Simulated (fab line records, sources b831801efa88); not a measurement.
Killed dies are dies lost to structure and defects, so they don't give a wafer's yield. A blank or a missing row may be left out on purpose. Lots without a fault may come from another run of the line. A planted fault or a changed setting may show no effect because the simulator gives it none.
A struck lot beside a sound one | flow sfq_line | 41 steps out of a route of 325
Sound: wafers L988.3, L988.4, L988.6. Struck: wafers L999.3, L999.5. (L999.1 of the same lot was not struck and is left out.) The cause comes at the end.
At each step with rows: each side's tool, then ch and its chambers, then its first start. Under that, the readings that differ: sound wafers | struck wafers | difference of the means | sigmas: that difference in standard deviations of wafers without a fault.
alike: readings whose means differ by less than 2 such deviations, and words and numbers that are the same on both sides. not compared: withheld readings, readings that some wafer has no value for, bounds like >300 that may hide the same value, and numbers for which the record gives no deviation and whose values overlap.
The two part at a step that has a row with sigmas, a row that says differs or no value, or rows on one side only. Numbers that don't overlap but have no deviation are shown without sigmas and don't part them. A reading that every wafer of one side lacks parts them only if that side has two wafers or more.

SFQ_I0_OVL_MEAS_908:
  sound on overlay-02, day 18 15:14; struck on overlay-01, day 22 23:05
  alike: I0_OVL
SFQ_TRILAYER_I0_VIA_BARC_OPEN_VIA_ETCH_046: etches BARC in O2, target depth 125 nm, time 41.7 s.
  sound on rie_diel-02 ch 1,3, day 18 15:15; struck on rie_diel-02 ch 0,3, day 22 23:08
  alike: chamber_pressure_mTorr, drypump_motor_current_A, oes_product_au
  not compared: rf_hours_counter_h
then, 1 step without rows for these wafers: SFQ_TRILAYER_I0_VIA_ETCH_VIA_ETCH_034 (etches SiO2 in CHF3, stops on Nb, target depth 260 nm).
SFQ_TRILAYER_I0_VIA_STRIP_STRIP_035: strips in O2.
  sound on rie_metal-02 ch 0,1, day 18 15:37; struck on rie_metal-04 ch 1, day 22 23:17
  alike: chamber_pressure_mTorr, drypump_motor_current_A, oes_product_au
  not compared: rf_hours_counter_h
then, 3 steps without rows for these wafers: SFQ_TRILAYER_I0_VIA_STRIP_SOLV_CLEAN_036 (cleans in NMP, time 600 s); SFQ_TRILAYER_M1_DEP_PRE_CLEAN_038 (time 22.5 s); SFQ_TRILAYER_M1_DEP_SPUTTER_037 (material Nb, target thk 200 nm, time 133.3 s).
SFQ_M1_RS_MEAS_909: measures by four-point-probe.
  sound on film_metro-04, day 18 16:20; struck on film_metro-03, day 23 00:57
  alike: M1_NB_RS
then, 3 steps without rows for these wafers: SFQ_TRILAYER_M1_LITHO_COAT_044 (resist thk 62 nm); SFQ_TRILAYER_M1_LITHO_COAT_039 (resist thk 600 nm); SFQ_TRILAYER_M1_LITHO_SOFTBAKE_043.
-- the record jumps here: 6 days lie between the struck wafers' starts before and after --
SFQ_TRILAYER_M1_LITHO_EXPOSE_040: exposes mask M1, target cd 500 nm.
  sound on krf_scanner-02 ch 0, day 24 21:10; struck on krf_scanner-01 ch 0, day 29 11:01
  alike: mask
then, 2 steps without rows for these wafers: SFQ_TRILAYER_M1_LITHO_PEB_042 (peb time 60 s); SFQ_TRILAYER_M1_LITHO_DEVELOP_041 (time 60 s).
SFQ_M1_OVL_MEAS_911:
  sound on overlay-01, day 24 22:17; struck on overlay-01, day 29 12:31
  reading     | sound | struck | difference | sigmas
  M1_OVL (nm) | 5 2 4 | -7 -11 | -13        | -3
SFQ_TRILAYER_M1_BARC_OPEN_METAL_ETCH_054: etches BARC in O2, target depth 125 nm, time 41.7 s.
  sound on rie_metal-02 ch 0,1, day 24 22:19; struck on rie_metal-02 ch 0,1, day 29 12:32
  reading             | sound           | struck      | difference | sigmas
  model.M1.cd_nm (nm) | 502.6 501 502.6 | 453.8 451.5 | -49.4      |
  alike: chamber_pressure_mTorr, drypump_motor_current_A, oes_product_au
  not compared: rf_hours_counter_h
SFQ_TRILAYER_M1_ETCH_METAL_ETCH_042: etches Nb in Cl2/Ar, stops on SiO2, target depth 240 nm, time 120 s.
  sound on rie_metal-02 ch 0,1, day 24 22:25; struck on rie_metal-02 ch 0,1, day 29 12:36
  reading             | sound           | struck      | difference | sigmas
  model.M1.cd_nm (nm) | 502.5 501 503.3 | 452.9 451.1 | -50.3      |
  alike: chamber_pressure_mTorr, drypump_motor_current_A, oes_product_au
  not compared: rf_hours_counter_h
SFQ_TRILAYER_M1_STRIP_STRIP_043: strips in O2.
  sound on rie_metal-02 ch 0,1, day 24 22:41; struck on rie_metal-02 ch 0,1, day 29 12:44
  alike: chamber_pressure_mTorr, drypump_motor_current_A, oes_product_au
  not compared: rf_hours_counter_h
then, 2 steps without rows for these wafers: SFQ_TRILAYER_M1_STRIP_SOLV_CLEAN_044 (cleans in NMP, time 600 s); SFQ_TRILAYER_I1_DEP_PECVD_045 (deposits SiO2 from SiH4/N2O, time 111.11 s, target thk 500 nm).
SFQ_TRILAYER_I1_CMP_CMP_046: polishes SiO2.
  sound on cmp-01 ch 0,2,3, day 25 00:30; struck on cmp-02 ch 1,3, day 29 17:46
  alike: motor_current_A, slurry_filter_dp_kPa, time_to_endpoint_s
SFQ_I1_BOW_MEAS_912:
  sound on film_metro-04, day 25 03:02; struck on film_metro-04, day 29 19:46
  alike: I1_BOW
then, 7 steps without rows for these wafers: SFQ_TRILAYER_I1_METRO_MEASURE_047; SFQ_TRILAYER_I1_VIA_LITHO_COAT_054 (resist thk 62 nm); SFQ_TRILAYER_I1_VIA_LITHO_COAT_049 (resist thk 650 nm); SFQ_TRILAYER_I1_VIA_LITHO_SOFTBAKE_053; SFQ_TRILAYER_I1_VIA_LITHO_EXPOSE_050 (exposes mask I1, target cd 500 nm); SFQ_TRILAYER_I1_VIA_LITHO_PEB_052 (peb time 60 s); SFQ_TRILAYER_I1_VIA_LITHO_DEVELOP_051 (time 60 s).
-- the record jumps here: 6 days lie between the struck wafers' starts before and after --
SFQ_I1_OVL_MEAS_913:
  sound on overlay-01, day 28 00:50; struck on overlay-02, day 36 00:50
  alike: I1_OVL
SFQ_TRILAYER_I1_VIA_BARC_OPEN_VIA_ETCH_071: etches BARC in O2, target depth 125 nm, time 41.7 s.
  sound on rie_diel-02 ch 0,1,3, day 28 00:52; struck on rie_diel-01 ch 1, day 36 00:52
  alike: chamber_pressure_mTorr, drypump_motor_current_A, oes_product_au
  not compared: rf_hours_counter_h
then, 5 steps without rows for these wafers: SFQ_TRILAYER_I1_VIA_ETCH_VIA_ETCH_052 (etches SiO2 in CHF3, stops on Nb, target depth 260 nm); SFQ_TRILAYER_I1_VIA_STRIP_STRIP_053 (strips in O2); SFQ_TRILAYER_I1_VIA_STRIP_SOLV_CLEAN_054 (cleans in NMP, time 600 s); SFQ_TRILAYER_M2_DEP_PRE_CLEAN_056 (time 22.5 s); SFQ_TRILAYER_M2_DEP_SPUTTER_055 (material Nb, target thk 200 nm, time 133.3 s).
SFQ_M2_RS_MEAS_914: measures by four-point-probe.
  sound on film_metro-02, day 28 01:57; struck on film_metro-02, day 36 01:55
  alike: M2_NB_RS
then, 3 steps without rows for these wafers: SFQ_TRILAYER_M2_LITHO_COAT_062 (resist thk 62 nm); SFQ_TRILAYER_M2_LITHO_COAT_057 (resist thk 600 nm); SFQ_TRILAYER_M2_LITHO_SOFTBAKE_061.
-- the record jumps here: 49 days lie between the struck wafers' starts before and after --
SFQ_M8_BOW_MEAS_951:
  sound on film_metro-02, day 77 13:16; struck on film_metro-01, day 85 06:38
  reading               | sound             | struck      | difference | sigmas
  model.etest.m1.ohm_um | 1.772 1.771 1.775 | 1.982 1.981 | +0.209     |
  alike: M8_BOW

WHERE THEY PART
Only at SFQ_M1_OVL_MEAS_911, within this record. Later steps at which nothing parts them and some readings are alike: SFQ_TRILAYER_M1_BARC_OPEN_METAL_ETCH_054, SFQ_TRILAYER_M1_ETCH_METAL_ETCH_042, SFQ_TRILAYER_M1_STRIP_STRIP_043, SFQ_TRILAYER_I1_CMP_CMP_046, SFQ_I1_BOW_MEAS_912, SFQ_I1_OVL_MEAS_913, SFQ_TRILAYER_I1_VIA_BARC_OPEN_VIA_ETCH_071, SFQ_M2_RS_MEAS_914, SFQ_M8_BOW_MEAS_951.

WHY: what the simulator had put in
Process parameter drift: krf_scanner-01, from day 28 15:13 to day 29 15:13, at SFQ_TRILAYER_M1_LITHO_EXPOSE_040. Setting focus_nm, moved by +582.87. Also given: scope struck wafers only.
